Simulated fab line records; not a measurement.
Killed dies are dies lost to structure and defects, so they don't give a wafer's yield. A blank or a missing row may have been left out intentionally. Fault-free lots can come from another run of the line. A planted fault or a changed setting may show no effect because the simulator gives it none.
Problem report, 8D (eight disciplines) form, completed by code | flow gf180mcu | the parts of the form that need people (team, actions taken, sign-off) are left out

## 1. PROBLEM STATEMENT
Across 6 wafers from 2 lots, MVSD_OVL at GF_MVSD_OVL_MEAS_07 averages -129.7 nm, while fault-free wafers read -1.5 nm with a standard deviation of 1.5. That puts it -85 standard deviations away from the usual mean.
The first sign was on wafer L764.1 at day 7 08:16, on overlay-01. Wafers with a number at this step in the record: 42, from 14 lots. By rule, "out" or "out of limits" means more than 4 standard deviations away from the usual mean. All remaining wafers that have a number are taken as sound.

## 2. WHAT IT IS AND WHAT IT IS NOT
question                    | is                     | is not
which readings at this step | MVSD_OVL               | -
which lots                  | L764, L765             | L752, L753, L754, L755, L756, L757, L758, L760, L762, L763, L772, L775
which wafers of those lots  | all that have a number | -
read on which gauges        | overlay-01             | overlay-02
when                        | from day 7 08:16       | up to then (30 sound wafers); but 6 sound wafers of L772, L775 came after

## 3. THE SUSPECTS, EACH WITH WHAT RULES IT OUT
Counting: a tool at any process step up to the reading remains a suspect when it ran all the lots that are out and ran no sound lot after the first of those.
- the gauge at GF_MVSD_OVL_MEAS_07: kept. All the wafers that are out were read on overlay-01, and no step on other tools shows them out.
- iline-stepper-01 at GF_MVSD_EXPOSE_04 (exposes mask MVSD, target cd 1000 nm): kept. It processed each lot that is out, first L764 at day 7 00:47, and no sound lot thereafter; up to then, the last sound lot it processed was L762 at day 6 15:27.
Left after counting: iline-stepper-01 at GF_MVSD_EXPOSE_04, overlay-01 at GF_MVSD_OVL_MEAS_07.

## 4. THE CAUSE (what the simulator had put in)
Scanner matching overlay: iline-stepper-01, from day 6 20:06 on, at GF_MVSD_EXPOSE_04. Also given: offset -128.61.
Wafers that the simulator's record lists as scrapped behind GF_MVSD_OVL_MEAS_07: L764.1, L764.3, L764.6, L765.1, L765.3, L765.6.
This tool is one of the 2 suspects left after counting.

## 5. THE CHAIN OF EFFECTS, in route order
Rows list readings where the struck wafers' mean (over those with a number) sits beyond 3 standard deviations from the usual. Only readings for which the record gives a usual standard deviation are gone through. hours: the time from each lot's start at the first step in this table that gives one to its start at this step, as a median over the lots. sigmas: the change in usual standard deviations.
hours | step                | reading  | usual   | on struck wafers | change | sigmas
0     | GF_MVSD_OVL_MEAS_07 | MVSD_OVL | -1.5 nm | -129.7           | -128.2 | -85

## 6. WHAT WOULD HAVE CAUGHT IT SOONER
In this record the first reading out of limits at a measuring or inspecting step was taken at day 7 08:16, 12 hours after the fault began at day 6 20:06.
Tool readings at GF_MVSD_EXPOSE_04 with a usual standard deviation given in the record: none out on any struck wafer, hence no alarm at a limit of 4 standard deviations on them.
Lots out: 2; all had begun GF_MVSD_EXPOSE_04 on iline-stepper-01 by day 7 08:16. Holding the tool at that point would not have protected any of them.
